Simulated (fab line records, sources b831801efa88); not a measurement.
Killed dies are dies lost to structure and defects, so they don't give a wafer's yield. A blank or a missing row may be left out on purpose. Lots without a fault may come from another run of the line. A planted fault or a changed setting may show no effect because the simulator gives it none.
Which tool did it? | flow sky130 | 11 lots, 33 wafers sampled, at 4 steps of a route of 708

WHAT THE GAUGES READ, wafer by wafer
SKY_VT_ADJUST_LVTN_OVL_MEAS_07.
lot  | measured     | on         | VT_ADJUST_LVTN_OVL (nm)
L107 | day 7 05:57  | overlay-01 | 1.7 4.4 5.6
L108 | day 7 10:22  | overlay-01 | 2.7 1.4 0.5
L110 | day 7 17:05  | overlay-01 | 3.0 0.6 1.6
L111 | day 8 03:38  | overlay-01 | 1.7 1.2 -0.5
L112 | day 8 13:57  | overlay-02 | 2.6 0.9 0.2
L114 | day 9 08:50  | overlay-01 | 2.8 3.8 3.8
L115 | day 9 17:05  | overlay-02 | 1.6 -1.3 0.9
L118 | day 10 08:15 | overlay-01 | 2.3 1.4 0.7
L120 | day 10 23:42 | overlay-02 | - - -
L121 | day 10 23:15 | overlay-01 | 0.8 0.9 3.1
L129 | day 13 02:45 | overlay-01 | 2.8 2.1 2.8

WHICH TOOL RAN EACH LOT (tool, then ch and the chambers of the sampled wafers, then the start)
lot  | SKY_FIELD_ISO_ETCH_15             | SKY_FIELD_ISO_CMP_27         | SKY_VT_ADJUST_LVTN_EXPOSE_04
L107 | rie_diel-03 ch 0,1,3, day 2 12:41 | cmp-01 ch 0,2,3, day 2 18:09 | iline_stepper-02 ch 0, day 6 20:18
L108 | rie_diel-04 ch 0,1,3, day 2 18:07 | cmp-02 ch 0,2,3, day 3 01:11 | iline_stepper-01 ch 0, day 7 01:16
L110 | rie_diel-02 ch 1,2,3, day 2 23:31 | cmp-02 ch 0,3, day 3 05:09   | iline_stepper-02 ch 0, day 7 06:34
L111 | rie_diel-03 ch 0,2, day 3 06:28   | cmp-01 ch 0,2, day 3 12:00   | iline_stepper-02 ch 0, day 7 17:43
L112 | rie_diel-02 ch 1,2,3, day 3 13:44 | cmp-01 ch 0,1, day 3 19:28   | iline_stepper-02 ch 0, day 8 03:19
L114 | rie_diel-03 ch 0,2,3, day 3 21:49 | cmp-02 ch 0,1,2, day 4 06:37 | iline_stepper-02 ch 0, day 8 22:37
L115 | rie_diel-03 ch 0,2, day 4 04:29   | cmp-01 ch 0,1,2, day 4 16:34 | iline_stepper-01 ch 0, day 9 06:22
L118 | rie_diel-02 ch 0,1,2, day 4 18:32 | cmp-02 ch 0,1,2, day 5 03:22 | iline_stepper-02 ch 0, day 9 21:13
L120 | rie_diel-04 ch 0,1,3, day 5 08:51 | cmp-01 ch 1,2,3, day 5 15:25 | iline_stepper-02 ch 0, day 10 13:18
L121 | rie_diel-03 ch 0,3, day 5 09:30   | cmp-02 ch 0,2,3, day 5 15:25 | iline_stepper-02 ch 0, day 10 12:22
L129 | rie_diel-02 ch 0,2,3, day 7 06:38 | cmp-02 ch 1,2,3, day 7 10:13 | iline_stepper-02 ch 0, day 12 15:08
- SKY_FIELD_ISO_ETCH_15: etches the open film in CHF3/O2, stops on Si, target depth 180 nm, time 72 s.
- SKY_FIELD_ISO_CMP_27: polishes, stops on Si3N4, t overpolish 16 s, target thk 457.8 nm.
- SKY_VT_ADJUST_LVTN_EXPOSE_04: exposes mask NWM COMPLEMENT LESS NATIVE, target cd 840 nm.

THE ANSWER, worked out from the rows above alone
Rule: what is usual is taken from the lots themselves. Put in order of their means at a reading, lots are off if they are a third of the lots or fewer, leave a main group of 4 or more, and stand apart from it by a gap of 3 or more times the standard deviation of the main group's means; of several such gaps the widest counts. A main group whose means are all the same, to the digits that the tables above print for the reading, isn't used. A lot without any number at a reading at which 4 lots or more have one is off too. The other lots that the step has rows for count as sound.
Off: L120, at SKY_VT_ADJUST_LVTN_OVL_MEAS_07 (VT_ADJUST_LVTN_OVL). Without a number there: L120. The main group: mean 1.9 nm, standard deviation 1.1.
A tool fits if, at a process step before that reading, it ran every lot that is off, and no sound lot after the first of them. The gauges at SKY_VT_ADJUST_LVTN_OVL_MEAS_07 are tried like those tools. Can't be told from this: 3 tools fit, rie_diel-04 at SKY_FIELD_ISO_ETCH_15, cmp-01 at SKY_FIELD_ISO_CMP_27, overlay-02 at SKY_VT_ADJUST_LVTN_OVL_MEAS_07.

WHAT THE SIMULATOR HAD PUT IN
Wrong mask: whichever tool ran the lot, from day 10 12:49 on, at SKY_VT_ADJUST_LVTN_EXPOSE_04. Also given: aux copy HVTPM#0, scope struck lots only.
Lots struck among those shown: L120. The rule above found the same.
